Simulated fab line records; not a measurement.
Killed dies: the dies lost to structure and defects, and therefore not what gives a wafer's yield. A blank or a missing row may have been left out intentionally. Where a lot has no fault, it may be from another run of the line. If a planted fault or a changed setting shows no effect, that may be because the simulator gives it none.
Struck lot and sound lot, side by side	flow sky130	14 out of 708 route steps
Sound: these wafers, L344.1, L344.2, L344.5. Wafers L352.1, L352.4, L352.6 were the ones struck. At the end, the cause is stated.
Order at every step that has rows: each side's tool, ch and its chambers, its first start. Under that, the readings that differ: sound wafers	struck wafers	difference of the means	sigmas: that difference in standard deviations of wafers without a fault.
alike: same words and numbers on both sides, and readings whose means sit less than 2 such deviations apart. not compared: any withheld reading, any reading some wafer has no value for, any bound like >300 that may hide the same value, and any number with overlapping values for which the record gives no deviation.
A row with sigmas, a row that says differs or no value, or rows on one side alone: a step with any of these is where the two part. Numbers that have no deviation but don't overlap get no sigmas and don't part them. Lack of a reading on every wafer of one side parts them only where that side has two or more wafers.

SKY_NWELL_TW_MEAS_26:
  sound: film metro-03 at day 5 11:50; struck: film metro-02 at day 7 07:56
  alike: NWELL_2_TW
then, 1 step without rows for these wafers: SKY_NWELL_CLEAN_27 (cleans in SC1/SC2, time 150 s).
SKY_NWELL_RTA_28: time 30 s.
  sound on rtp anneal-02 ch 0, day 5 11:57; struck on rtp anneal-01 ch 0, day 7 08:03
  alike: anneal temp c max, chamber o2 ppm, lamp power pct, ramp down c per s, wafer_temp_C_max
SKY_NWELL_RS_MEAS_29: measurement is done with a four-point probe.
  sound: film metro-02 at day 5 12:03; struck: film metro-03 at day 7 08:09
  alike: NWELL_RS
SKY_NWELL_RS_MEAS_31: measurement is done with a four-point probe.
  sound: film metro-02 at day 5 12:17; struck: film metro-03 at day 7 08:23
  alike: PWDE_RS
then, 6 steps without rows for these wafers: SKY_VT_ADJUST_HVTP_DEHYDRATE_00 (time 60 s); SKY_VT_ADJUST_HVTP_HMDS_01 (prime time 60 s); SKY_VT_ADJUST_HVTP_COAT_02 (resist thk 1140 nm); SKY_VT_ADJUST_HVTP_SOFTBAKE_03 (time 60 s); SKY_VT_ADJUST_HVTP_EXPOSE_04 (exposes mask HVTPM, target cd 380 nm); SKY_VT_ADJUST_HVTP_PEB_05.
SKY_VT_ADJUST_HVTP_DEVELOP_06: develop time 60 s.
  sound on litho track-03 ch 0, day 6 06:23; struck on litho track-04 ch 0, day 8 04:09
reading	sound	struck	difference	sigmas
developer temp C (C)	23.09 22.88 22.96	25.23 25.22 25.01	+2.18	+22
SKY_VT_ADJUST_HVTP_CD_MEAS_07: the cd target is 380 nm.
  sound: cd sem-02 at day 6 06:32; struck: cd sem-01 at day 8 04:18
  alike: cd nm
next, for these wafers, 1 step has no rows: SKY_PAD_OPEN_PROBE_99.

## WHERE THEY PART
SKY_VT_ADJUST_HVTP_DEVELOP_06 only, going by this record. Later steps at which nothing parts them and some readings are alike: SKY_VT_ADJUST_HVTP_CD_MEAS_07.

WHY: what the simulator had put in
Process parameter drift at SKY_VT_ADJUST_HVTP_DEVELOP_06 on litho track-04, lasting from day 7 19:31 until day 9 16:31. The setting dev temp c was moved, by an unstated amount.
